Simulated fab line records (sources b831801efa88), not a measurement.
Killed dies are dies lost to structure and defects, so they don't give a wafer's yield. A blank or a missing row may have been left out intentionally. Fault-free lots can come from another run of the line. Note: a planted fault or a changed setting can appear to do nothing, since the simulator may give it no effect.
One fault through the eyes of 2 desks -- flow sfqLine -- what lay behind the numbers comes last; until then each desk has only its own

## THE TOOL OWNER'S DESK: rieDiel-01
The tool's own readings at SFQ_TRILAYER_I2_VIA_BARC_OPEN_VIA_ETCH_096 (etches BARC in O2, target depth 125 nm, time 41.7 s): means of the sampled wafers that have a number, for each lot that ran on this tool. The brackets show how far a lot's mean lies from the usual mean; more than 4 standard deviations puts the lot out of limits, marked OUT.
Columns: A = drypumpMotorCurrentA at SFQ_TRILAYER_I2_VIA_BARC_OPEN_VIA_ETCH_096, usual 5.7 A; B = oesProductAu at SFQ_TRILAYER_I2_VIA_BARC_OPEN_VIA_ETCH_096, usual 0.686 a.u.; C = runLengthS at SFQ_TRILAYER_I2_VIA_BARC_OPEN_VIA_ETCH_096, usual 69.8 s
lot,first seen here,A,B,C
L182,day 23 12:41,5.5,0.682,69.7
L196,day 29 08:52,5.4,0.891 (+45) OUT,58.5 (-24) OUT
L197,day 29 22:04,6.0,0.884 (+43) OUT,58.2 (-24) OUT
This desk's verdict: out of limits on L196, L197, starting with L196 at day 29 08:52 (oesProductAu at SFQ_TRILAYER_I2_VIA_BARC_OPEN_VIA_ETCH_096). In limits: L182.

## METROLOGY DESK
What the gauges read for every lot (on any tool): the sampled wafers with a number, averaged. The brackets show how far a lot's mean lies from the usual mean; more than 4 standard deviations puts the lot out of limits, marked OUT.
Columns: A = I2_BOW at SFQ_I2_BOW_MEAS_917, usual 0 um; B = I2_OVL at SFQ_I2_OVL_MEAS_918, usual -4 nm
lot,first seen here,A,B
L182,day 20 19:48,10,-5
L185,day 21 11:46,-1,6
L196,day 26 02:05,-11,-10
L197,day 26 16:59,0,-3
L198,day 26 19:59,-9,-2
L203,day 28 10:59,1,4
This desk found nothing out of limits on any of the 6 lots.

## BROUGHT TOGETHER
The tool owner's desk had the chance to raise an alarm at day 29 08:52 on L196, L197.
The metrology desk saw nothing out of limits.
The metrology desk has L196, L197 on record, within its limits.
Of the lots named, all ran SFQ_TRILAYER_I2_VIA_BARC_OPEN_VIA_ETCH_096 on rieDiel-01.

## WHAT WAS PUT IN BY THE SIMULATOR
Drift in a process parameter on rieDiel-01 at SFQ_TRILAYER_I2_VIA_BARC_OPEN_VIA_ETCH_096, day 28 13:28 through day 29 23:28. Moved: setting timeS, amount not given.
Struck lots among those shown: L196, L197.
Delay in hours, fault start to first out-of-limits reading, by desk: the tool owner's desk at 19.
